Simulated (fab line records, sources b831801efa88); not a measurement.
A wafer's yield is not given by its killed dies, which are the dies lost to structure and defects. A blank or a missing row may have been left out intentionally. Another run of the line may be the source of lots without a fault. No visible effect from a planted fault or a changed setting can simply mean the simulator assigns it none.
fab line records ; flow sky130 ; part 1 of 2: steps 1 to 42 of 43
record: lots: 6; wafers: 18; last-day: 49
route steps=708 shown CAP2M@605 METAL4@621 VIA4@639 PAD_OPEN@708
lots with no fault: from the same line, run without faults
start-h: hours from the record's opening day to when the first of the lot's shown wafers began ; wait-h: time in hours since the lot's previous step ; " repeats the value in the row above ; L1.1+2: one row covering several wafers at once ; - no value present, or no start provided ; * or withheld: withheld ; < > ~ a bound
route shown NAME@n: names a module that has steps shown in the file, with the first one's number in the route ; usual: mean and standard deviation over wafers with no fault ; same: alike in all rows ; chamber/n: place in a boat ; sites: the reading at each site ; _std_site: standard deviation of those values ; _edge_site: the outer-site mean with the inner-site mean subtracted ; radius-mm: how far each site lies from the wafer's centre ; mask NAME#n: copy n ; behind: tool/chamber where the wafer was last shaped ; hold: the reason the lot was held/the length of the hold in hours/how it ended ; device: whichever transistor did not switch (one of n, p or np) ; end of line: tests of these same wafers at the route's end ; a step given without rows: its recipe and nothing more ; killed: the dies lost at the first sort to structure and to defects; this is not the yield of the wafer ; map: shows each die of a wafer: x if killed, . if not, _ if none is there
set.NAME: the setting that was run; set.NAME@STEP: the one run at that earlier step ; model.NAME: the simulator's own value behind a step, which no gauge read
lots at selected steps of the route; one table per step, one row per wafer
services: from which hour (start-h, from the record's first day; less than 0 if before it) a tool's chamber was out of use, for how many hours, and why
== steps ==
step: SKY_CAP2M_SPUTTER_02
recipe: material: TiN; target-thk-nm: 200; temp-c: 300; power-w: 6500; time-s: 166.7; chamber-pressure-pa: 0.4
usual: throttle-valve-pct: 29.7/0.89
lot.wafer;tool;chamber;start-h;wait-h;throttle-valve-pct
L866.1;pvd-sputter-02;-;932.30;0.1;30.6
L866.2;pvd-sputter-02;-;932.30;0.1;29.1
L866.6;pvd-sputter-02;-;932.30;0.1;30.5
L869.1;pvd-sputter-04;-;952.63;0.1;30.2
L869.2;pvd-sputter-04;-;952.63;0.1;31.2
L869.3;pvd-sputter-04;-;952.63;0.1;29.2
L872.3;pvd-sputter-02;-;969.22;0.0;29.3
L872.4;pvd-sputter-02;-;969.22;0.0;31.0
L872.5;pvd-sputter-02;-;969.22;0.0;29.4
L879.2;pvd-sputter-02;-;1056.34;0.0;29.4
L879.4;pvd-sputter-02;-;1056.34;0.0;30.3
L879.5;pvd-sputter-02;-;1056.34;0.0;30.3
L880.1;pvd-sputter-02;-;1058.17;0.1;30.3
L880.4;pvd-sputter-02;-;1058.17;0.1;29.3
L880.5;pvd-sputter-02;-;1058.17;0.1;28.7
L884.2;pvd-sputter-02;-;1065.61;0.0;29.1
L884.4;pvd-sputter-02;-;1065.61;0.0;30.7
L884.5;pvd-sputter-02;-;1065.61;0.0;30.9
step: SKY_CAP2M_RS_MEAS_03
recipe: thk-meas-gauge: four-point-probe; reads: TiN_of_CAP2M_SPUTTER_02
usual: CAP2M_TIN_RS: 6.89/0.087
lot.wafer;tool;chamber;start-h;wait-h;CAP2M_TIN_RS[ohm/sq]
L866.1;film-metro-01;-;932.41;0.1;6.82
L866.2;film-metro-01;-;932.41;0.1;6.92
L866.6;film-metro-01;-;932.41;0.1;6.82
L869.1;film-metro-01;-;952.74;0.1;6.93
L869.2;film-metro-01;-;952.74;0.1;7.00
L869.3;film-metro-01;-;952.74;0.1;7.11
L872.3;film-metro-03;-;969.37;0.1;6.81
L872.4;film-metro-03;-;969.37;0.1;6.73
L872.5;film-metro-03;-;969.37;0.1;6.84
L879.2;film-metro-01;-;1056.47;0.1;6.84
L879.4;film-metro-01;-;1056.47;0.1;6.82
L879.5;film-metro-01;-;1056.47;0.1;6.82
L880.1;film-metro-01;-;1058.28;0.1;6.86
L880.4;film-metro-01;-;1058.28;0.1;6.96
L880.5;film-metro-01;-;1058.28;0.1;6.92
L884.2;film-metro-01;-;1065.74;0.1;6.96
L884.4;film-metro-01;-;1065.74;0.1;6.92
L884.5;film-metro-01;-;1065.74;0.1;6.84
step: SKY_CAP2M_THK_MEAS_04
recipe: thk-meas-gauge: xrf; reads: TiN_of_CAP2M_SPUTTER_02
usual: CAP2M_TIN_THK: 200.7/2.5
lot.wafer;tool;chamber;start-h;wait-h;CAP2M_TIN_THK[nm]
L866.1;film-metro-01;-;932.53;0.1;203.5
L866.2;film-metro-01;-;932.53;0.1;201.1
L866.6;film-metro-01;-;932.53;0.1;203.5
L869.1;film-metro-01;-;952.86;0.1;200.2
L869.2;film-metro-01;-;952.86;0.1;197.9
L869.3;film-metro-01;-;952.86;0.1;195.4
L872.3;film-metro-03;-;969.47;0.1;200.5
L872.4;film-metro-03;-;969.47;0.1;203.6
L872.5;film-metro-03;-;969.47;0.1;199.7
L879.2;film-metro-01;-;1056.58;0.1;202.9
L879.4;film-metro-01;-;1056.58;0.1;203.2
L879.5;film-metro-01;-;1056.58;0.1;202.5
L880.1;film-metro-01;-;1058.40;0.1;202.4
L880.4;film-metro-01;-;1058.40;0.1;199.2
L880.5;film-metro-01;-;1058.40;0.1;200.2
L884.2;film-metro-01;-;1065.85;0.1;199.7
L884.4;film-metro-01;-;1065.85;0.1;200.8
L884.5;film-metro-01;-;1065.85;0.1;202.9
step: SKY_CAP2M_DEHYDRATE_05
recipe: temp-c: 200; time-s: 60
step: SKY_CAP2M_HMDS_06
recipe: prime-time-s: 60; prime-temp-c: 120
step: SKY_CAP2M_COAT_07
recipe: resist: NOVOLAK; spin-rpm: 3000; resist-thk-nm: 1140
step: SKY_CAP2M_SOFTBAKE_08
recipe: temp-c: 90; time-s: 60; resist: NOVOLAK
step: SKY_CAP2M_EXPOSE_09
recipe: mask-id: CAP2M; na: 0.6; source-shape: conventional; sigma-outer: 0.6; polarization: unpolarized; target-cd-nm: 1000; dose-mj: 159
step: SKY_CAP2M_PEB_10
recipe: temp-c: withheld; time-s: *; resist: NOVOLAK
step: SKY_CAP2M_DEVELOP_11
recipe: resist: NOVOLAK; developer: TMAH; develop-time-s: 60; dev-temp-c: 23
step: SKY_CAP2M_OVL_MEAS_12
usual: CAP2M_OVL: 1.1/1.5
lot.wafer;tool;chamber;start-h;wait-h;CAP2M_OVL[nm]
L866.1;overlay-02;-;956.41;0.1;3.4
L866.2;overlay-02;-;956.41;0.1;1.9
L866.6;overlay-02;-;956.41;0.1;2.1
L869.1;overlay-01;-;977.45;0.1;0.1
L869.2;overlay-01;-;977.45;0.1;1.5
L869.3;overlay-01;-;977.45;0.1;2.9
L872.3;overlay-01;-;992.56;0.1;1.2
L872.4;overlay-01;-;992.56;0.1;1.3
L872.5;overlay-01;-;992.56;0.1;1.8
L879.2;overlay-02;-;1076.69;0.1;1.0
L879.4;overlay-02;-;1076.69;0.1;1.5
L879.5;overlay-02;-;1076.69;0.1;2.2
L880.1;overlay-01;-;1078.30;0.1;-0.5
L880.4;overlay-01;-;1078.30;0.1;1.1
L880.5;overlay-01;-;1078.30;0.1;-0.7
L884.2;overlay-01;-;1085.46;0.1;0.4
L884.4;overlay-01;-;1085.46;0.1;0.4
L884.5;overlay-01;-;1085.46;0.1;-0.6
step: SKY_CAP2M_METAL_ETCH_13
recipe: target-depth-nm: 220; stop-on: SiO2; chemistry: Cl2/BCl3; target: TiN; pressure-mtorr: 10; icp-w: 900; bias-w: 48.5; Cl2_flow_sccm: 60; bcl3-flow-sccm: 30; time-s: 62.9
step: SKY_CAP2M_STRIP_14
recipe: chemistry: O2/N2; power-w: 1400; pressure-mtorr: 1500; platen-temp-c: withheld; o2-flow-sccm: 3000; n2-flow-sccm: 300; overash-fraction: 0.5
usual: drypump-motor-current-A: 6.11/0.29; oes-product-au: 0.710/0.0047; strip-time-to-endpoint-s: 12.67/0.045
lot.wafer;tool;chamber;start-h;wait-h;drypump-motor-current-A;oes-product-au;rf-hours-counter-h;strip-time-to-endpoint-s
L866.1;plasma-asher-01;0;956.52;0.1;6.26;0.714;84;12.74
L866.2;plasma-asher-01;1;956.52;0.1;6.42;0.710;84;12.71
L866.6;plasma-asher-01;1;956.52;0.1;6.37;0.710;-;12.68
L869.1;plasma-asher-03;1;977.56;0.1;6.35;0.707;57;12.67
L869.2;plasma-asher-03;0;977.56;0.1;5.67;0.711;57;12.67
L869.3;plasma-asher-03;0;977.56;0.1;5.68;0.715;-;12.67
L872.3;plasma-asher-01;0;992.70;0.1;6.25;0.718;-;12.69
L872.4;plasma-asher-01;1;992.70;0.1;6.38;0.706;-;12.72
L872.5;plasma-asher-01;1;992.70;0.1;6.39;0.701;-;12.71
L879.2;plasma-asher-03;1;1076.80;0.1;6.39;0.709;67;12.72
L879.4;plasma-asher-03;0;1076.80;0.1;5.66;0.704;-;12.72
L879.5;plasma-asher-03;0;1076.80;0.1;5.65;0.706;-;12.64
L880.1;plasma-asher-03;0;1078.41;0.1;5.64;0.708;67;12.61
L880.4;plasma-asher-03;1;1078.41;0.1;6.32;0.714;-;12.61
L880.5;plasma-asher-03;1;1078.41;0.1;6.36;0.712;-;12.57
L884.2;plasma-asher-02;1;1085.56;0.1;6.19;0.703;2;12.62
L884.4;plasma-asher-02;1;1085.56;0.1;6.17;0.714;-;12.65
L884.5;plasma-asher-02;1;1085.56;0.1;6.17;0.712;-;12.58
step: SKY_CAP2M_STRIP_15
recipe: chemistry: post-etch-residue-remover; time-s: 1200; temp-c: 72.5
step: SKY_CAP2M_CLEAN_16
recipe: chemistry: IPA; time-s: 180; temp-c: 25
step: SKY_CAP2M_CLEAN_17
recipe: chemistry: O3/DIW; dry: n2-spin
step: SKY_METAL4_DEHYDRATE_05
recipe: temp-c: 200; time-s: 60
step: SKY_METAL4_HMDS_06
recipe: prime-time-s: 60; prime-temp-c: 120
step: SKY_METAL4_COAT_07
recipe: resist: BARC; temp-c: withheld; time-s: withheld; spin-rpm: 3000; resist-thk-nm: 60
step: SKY_METAL4_COAT_08
recipe: resist: KrF-thick; spin-rpm: 3000; resist-thk-nm: 1140
step: SKY_METAL4_SOFTBAKE_09
recipe: temp-c: 100; time-s: 90; resist: KrF-thick
step: SKY_METAL4_EXPOSE_10
recipe: mask-id: MM4; na: 0.68; source-shape: annular; sigma-inner: 0.4; sigma-outer: 0.8; target-cd-nm: 300; dose-mj: 28
step: SKY_METAL4_PEB_11
recipe: peb-temp-c: withheld; peb-time-s: withheld; resist: KrF-thick
step: SKY_METAL4_DEVELOP_12
recipe: develop-time-s: 60; resist: KrF-thick; dev-temp-c: 21
step: SKY_METAL4_CD_MEAS_13
recipe: target-cd-nm: 300
usual: cd-nm: 299.7/1.4
lot.wafer;tool;chamber;start-h;wait-h;cd-nm
L866.1;cd-sem-01;-;981.15;-;298.6
L866.2;cd-sem-01;-;981.15;-;298.3
L866.6;cd-sem-01;-;981.15;-;300.4
L869.1;cd-sem-02;-;1001.19;-;299.6
L869.2;cd-sem-02;-;1001.19;-;299.0
L869.3;cd-sem-02;-;1001.19;-;298.3
L872.3;cd-sem-01;-;1016.04;-;296.4
L872.4;cd-sem-01;-;1016.04;-;297.6
L872.5;cd-sem-01;-;1016.04;-;299.0
L879.2;cd-sem-01;-;1097.87;-;299.9
L879.4;cd-sem-01;-;1097.87;-;300.3
L879.5;cd-sem-01;-;1097.87;-;299.3
L880.1;cd-sem-01;-;1099.65;-;299.4
L880.4;cd-sem-01;-;1099.65;-;300.7
L880.5;cd-sem-01;-;1099.65;-;299.5
L884.2;cd-sem-01;-;1105.71;-;298.6
L884.4;cd-sem-01;-;1105.71;-;298.5
L884.5;cd-sem-01;-;1105.71;-;299.3
step: SKY_METAL4_OVL_MEAS_14
usual: METAL4_OVL: -2/5.4
lot.wafer;tool;chamber;start-h;wait-h;METAL4_OVL[nm]
L866.1;overlay-02;-;981.27;0.1;2
L866.2;overlay-02;-;981.27;0.1;-4
L866.6;overlay-02;-;981.27;0.1;-7
L869.1;overlay-01;-;1001.31;0.1;10
L869.2;overlay-01;-;1001.31;0.1;2
L869.3;overlay-01;-;1001.31;0.1;2
L872.3;overlay-01;-;1016.13;0.1;-7
L872.4;overlay-01;-;1016.13;0.1;-1
L872.5;overlay-01;-;1016.13;0.1;-6
L879.2;overlay-02;-;1097.98;0.1;1
L879.4;overlay-02;-;1097.98;0.1;6
L879.5;overlay-02;-;1097.98;0.1;-9
L880.1;overlay-02;-;1099.77;0.1;2
L880.4;overlay-02;-;1099.77;0.1;-4
L880.5;overlay-02;-;1099.77;0.1;-3
L884.2;overlay-02;-;1105.82;0.1;5
L884.4;overlay-02;-;1105.82;0.1;13
L884.5;overlay-02;-;1105.82;0.1;2
step: SKY_METAL4_DESCUM_15
recipe: chemistry: O2; source-power-w: 150; bias-power-w: 0; pressure-mtorr: 10; temp-c: 40; time-s: 8
step: SKY_METAL4_ETCH_16
recipe: chemistry: N2/H2; target: BARC; ion-energy-ev: 200; bias-w: 100; pressure-mtorr: 30; n2-flow-sccm: 100; h2-flow-sccm: 200; icp-w: 500; stop-on: SiO2; time-s: 88.2; target-depth-a: 600
usual: drypump-motor-current-A: 6.08/0.26; oes-product-au: 0.625/0.0046; throttle-valve-pct: 13.205/0.0096
lot.wafer;tool;chamber;start-h;wait-h;drypump-motor-current-A;oes-product-au;rf-hours-counter-h;throttle-valve-pct
L866.1;rie-metal-04;1;981.34;0.0;6.33;0.619;10;13.207
L866.2;rie-metal-04;0;981.34;0.0;6.09;0.625;13;13.207
L866.6;rie-metal-04;1;981.34;0.0;6.31;0.631;-;13.212
L869.1;rie-metal-03;1;1001.40;0.1;6.17;0.623;10;13.200
L869.2;rie-metal-03;1;1001.40;0.1;6.16;0.628;-;13.199
L869.3;rie-metal-03;1;1001.40;0.1;6.14;0.628;-;13.195
L872.3;rie-metal-03;1;1016.29;0.1;6.21;0.625;-;13.208
L872.4;rie-metal-03;1;1016.29;0.1;6.19;0.615;-;13.213
L872.5;rie-metal-03;1;1016.29;0.1;6.19;0.619;-;13.203
L879.2;rie-metal-04;1;1098.04;0.0;6.31;0.626;17;13.182
L879.4;rie-metal-04;0;1098.04;0.0;6.10;0.620;-;13.204
L879.5;rie-metal-04;1;1098.04;0.0;6.32;0.623;-;13.200
L880.1;rie-metal-04;0;1099.84;0.0;6.07;0.624;21;13.213
L880.4;rie-metal-04;0;1099.84;0.0;6.06;0.619;-;13.204
L880.5;rie-metal-04;0;1099.84;0.0;6.06;0.631;-;13.211
L884.2;rie-metal-03;0;1105.88;0.0;5.77;0.632;6;13.224
L884.4;rie-metal-03;1;1105.88;0.0;6.18;0.626;-;13.220
L884.5;rie-metal-03;1;1105.88;0.0;6.19;0.632;-;13.213
step: SKY_METAL4_ETCH_17
recipe: target: SiO2; stop-on: TiN; chemistry: C4F8/O2/Ar; source-w: 1500; bias-w: 1200; pressure-mtorr: 40; c4f8-flow-sccm: withheld; O2_flow_sccm: 6; Ar_flow_sccm: 300; time-s: 3.9; target-depth-a: 150
usual: oes-product-au: 0.752/0.0076
lot.wafer;tool;chamber;start-h;wait-h;oes-product-au;rf-hours-counter-h
L866.1;rie-diel-04;3;981.44;0.1;0.754;9
L866.2;rie-diel-04;2;981.44;0.1;0.763;14
L866.6;rie-diel-04;2;981.44;0.1;0.760;-
L869.1;rie-diel-04;1;1001.60;0.2;0.758;26
L869.2;rie-diel-04;3;1001.60;0.2;0.745;10
L869.3;rie-diel-04;2;1001.60;0.2;0.748;15
L872.3;rie-diel-03;1;1016.42;0.1;0.756;18
L872.4;rie-diel-03;0;1016.42;0.1;0.760;18
L872.5;rie-diel-03;3;1016.42;0.1;0.756;-
L879.2;rie-diel-02;0;1098.14;0.1;0.752;17
L879.4;rie-diel-02;3;1098.14;0.1;0.757;21
L879.5;rie-diel-02;0;1098.14;0.1;0.756;-
L880.1;rie-diel-02;2;1099.94;0.1;0.756;9
L880.4;rie-diel-02;1;1099.94;0.1;0.756;14
L880.5;rie-diel-02;1;1099.94;0.1;0.738;-
L884.2;rie-diel-02;1;1105.98;0.1;0.751;14
L884.4;rie-diel-02;0;1105.98;0.1;0.750;17
L884.5;rie-diel-02;3;1105.98;0.1;0.752;-
step: SKY_METAL4_METAL_ETCH_18
recipe: target-depth-a: 8450; stop-on: SiO2; over-etch-frac: 0.3; time-s: 183.1; chemistry: Cl2/BCl3; resist-sidewall-deg: 88; pressure-mtorr: 10; icp-w: 900; bias-w: 48.5; Cl2_flow_sccm: 60; bcl3-flow-sccm: 30
usual: drypump-motor-current-A: 6.01/0.29; oes-product-au: 0.864/0.0074; throttle-valve-pct: 22.264/0.009
lot.wafer;tool;chamber;start-h;wait-h;drypump-motor-current-A;oes-product-au;rf-hours-counter-h;throttle-valve-pct
L866.1;rie-metal-01;0;981.46;0.0;5.53;0.868;15;22.262
L866.2;rie-metal-01;1;981.46;0.0;6.20;0.860;3;22.256
L866.6;rie-metal-01;1;981.46;0.0;6.22;0.859;-;22.290
L869.1;rie-metal-04;0;1001.62;0.0;6.07;0.868;14;22.268
L869.2;rie-metal-04;1;1001.62;0.0;6.33;0.870;11;22.256
L869.3;rie-metal-04;0;1001.62;0.0;6.07;0.867;-;22.258
L872.3;rie-metal-01;0;1016.50;0.1;5.53;0.861;-;22.259
L872.4;rie-metal-01;1;1016.50;0.1;6.25;0.866;-;22.261
L872.5;rie-metal-01;1;1016.50;0.1;6.25;0.867;-;22.261
L879.2;rie-metal-01;1;1098.16;0.0;6.24;0.869;9;22.265
L879.4;rie-metal-01;1;1098.16;0.0;6.25;0.857;-;22.256
L879.5;rie-metal-01;1;1098.16;0.0;6.25;0.859;-;22.238
L880.1;rie-metal-03;1;1099.96;0.0;6.17;0.858;18;22.257
L880.4;rie-metal-03;1;1099.96;0.0;6.20;0.862;-;22.273
L880.5;rie-metal-03;1;1099.96;0.0;6.21;0.860;-;22.275
L884.2;rie-metal-04;1;1106.00;0.0;6.32;0.871;18;22.255
L884.4;rie-metal-04;0;1106.00;0.0;6.06;0.871;-;22.259
L884.5;rie-metal-04;1;1106.00;0.0;6.33;0.870;-;22.266
step: SKY_METAL4_STRIP_19
recipe: chemistry: O2/N2; power-w: 1400; pressure-mtorr: 1500; platen-temp-c: withheld; o2-flow-sccm: 3000; n2-flow-sccm: 300; overash-fraction: 0.5
usual: drypump-motor-current-A: 6.1/0.53; oes-product-au: 0.505/0.0056; strip-time-to-endpoint-s: 6.60/0.087
lot.wafer;tool;chamber;start-h;wait-h;drypump-motor-current-A;oes-product-au;rf-hours-counter-h;strip-time-to-endpoint-s
L866.1;plasma-asher-01;0;981.63;0.1;6.3;0.515;87;6.57
L866.2;plasma-asher-01;1;981.63;0.1;6.4;0.499;87;6.54
L866.6;plasma-asher-01;0;981.63;0.1;6.3;0.505;-;6.56
L869.1;plasma-asher-03;0;1001.80;0.1;5.7;0.512;60;6.61
L869.2;plasma-asher-03;1;1001.80;0.1;6.3;0.505;60;6.63
L869.3;plasma-asher-03;0;1001.80;0.1;5.6;0.502;-;6.54
L872.3;plasma-asher-04;0;1016.65;0.1;5.2;0.501;-;6.62
L872.4;plasma-asher-04;1;1016.65;0.1;6.7;0.499;-;6.58
L872.5;plasma-asher-04;0;1016.65;0.1;5.2;0.500;-;6.56
L879.2;plasma-asher-03;1;1098.33;0.1;6.4;0.508;70;6.57
L879.4;plasma-asher-03;0;1098.33;0.1;5.6;0.495;-;6.57
L879.5;plasma-asher-03;1;1098.33;0.1;6.3;0.499;-;6.55
L880.1;plasma-asher-04;0;1100.13;0.1;5.2;0.502;36;6.55
L880.4;plasma-asher-04;0;1100.13;0.1;5.2;0.496;-;6.54
L880.5;plasma-asher-04;0;1100.13;0.1;5.2;0.504;-;6.49
L884.2;plasma-asher-01;0;1106.17;0.1;6.3;0.514;97;6.80
L884.4;plasma-asher-01;0;1106.17;0.1;6.3;0.500;-;6.64
L884.5;plasma-asher-01;1;1106.17;0.1;6.4;0.509;-;6.77
step: SKY_METAL4_STRIP_20
recipe: chemistry: post-etch-residue-remover; time-s: 1200; temp-c: 72.5
step: SKY_METAL4_CLEAN_21
recipe: chemistry: IPA; time-s: 180; temp-c: 25
step: SKY_METAL4_CLEAN_22
recipe: chemistry: O3/DIW; dry: n2-spin
step: SKY_VIA4_HDPCVD_00
recipe: material: SiO2; target-thk-nm: 1750; sigma-open-frac: 0.3; time-s: 291.7; temp-c: 400; sih4-flow-sccm: 60; pressure-mtorr: 6
step: SKY_VIA4_THK_MEAS_01
recipe: reads: SiO2_of_VIA4_HDPCVD_00
usual: VIA4_HDPCVD_THK: 1747/20
lot.wafer;tool;chamber;start-h;wait-h;VIA4_HDPCVD_THK[nm]
L866.1;film-metro-04;-;982.43;0.1;1728
L866.2;film-metro-04;-;982.43;0.1;1726
L866.6;film-metro-04;-;982.43;0.1;1712
L869.1;film-metro-02;-;1002.61;0.1;1746
L869.2;film-metro-02;-;1002.61;0.1;1734
L869.3;film-metro-02;-;1002.61;0.1;1777
L872.3;film-metro-02;-;1017.41;0.1;1764
L872.4;film-metro-02;-;1017.41;0.1;1775
L872.5;film-metro-02;-;1017.41;0.1;1730
L879.2;film-metro-03;-;1099.11;0.1;1752
L879.4;film-metro-03;-;1099.11;0.1;1784
L879.5;film-metro-03;-;1099.11;0.1;1760
L880.1;film-metro-03;-;1100.90;0.1;1744
L880.4;film-metro-03;-;1100.90;0.1;1712
L880.5;film-metro-03;-;1100.90;0.1;1720
L884.2;film-metro-03;-;1107.02;0.1;1766
L884.4;film-metro-03;-;1107.02;0.1;1751
L884.5;film-metro-03;-;1107.02;0.1;1757
step: SKY_VIA4_CMP_02
recipe: material: SiO2; down-force-psi: 4; platen-rpm: 60; pad-velocity-m-s: 0.94248
step: SKY_VIA4_BOW_MEAS_03
recipe: mode: bow
usual: VIA4_BOW: 79/10
lot.wafer;tool;chamber;start-h;wait-h;VIA4_BOW[um]
L866.1;film-metro-04;-;982.85;0.2;76
L866.2;film-metro-04;-;982.85;0.2;79
L866.6;film-metro-04;-;982.85;0.2;76
L869.1;film-metro-02;-;1002.97;0.2;73
L869.2;film-metro-02;-;1002.97;0.2;89
L869.3;film-metro-02;-;1002.97;0.2;69
L872.3;film-metro-02;-;1017.79;0.2;86
L872.4;film-metro-02;-;1017.79;0.2;87
L872.5;film-metro-02;-;1017.79;0.2;99
L879.2;film-metro-04;-;1099.48;0.2;74
L879.4;film-metro-04;-;1099.48;0.2;81
L879.5;film-metro-04;-;1099.48;0.2;78
L880.1;film-metro-03;-;1101.26;0.1;69
L880.4;film-metro-03;-;1101.26;0.1;87
L880.5;film-metro-03;-;1101.26;0.1;88
L884.2;film-metro-03;-;1107.39;0.2;83
L884.4;film-metro-03;-;1107.39;0.2;81
L884.5;film-metro-03;-;1107.39;0.2;64
step: SKY_VIA4_DEHYDRATE_04
recipe: temp-c: 200; time-s: 60
step: SKY_VIA4_HMDS_05
recipe: prime-time-s: 60; prime-temp-c: 120
step: SKY_VIA4_COAT_06
recipe: resist: NOVOLAK; spin-rpm: 3000; resist-thk-nm: 1140
step: SKY_VIA4_SOFTBAKE_07
recipe: temp-c: 90; time-s: 60; resist: NOVOLAK
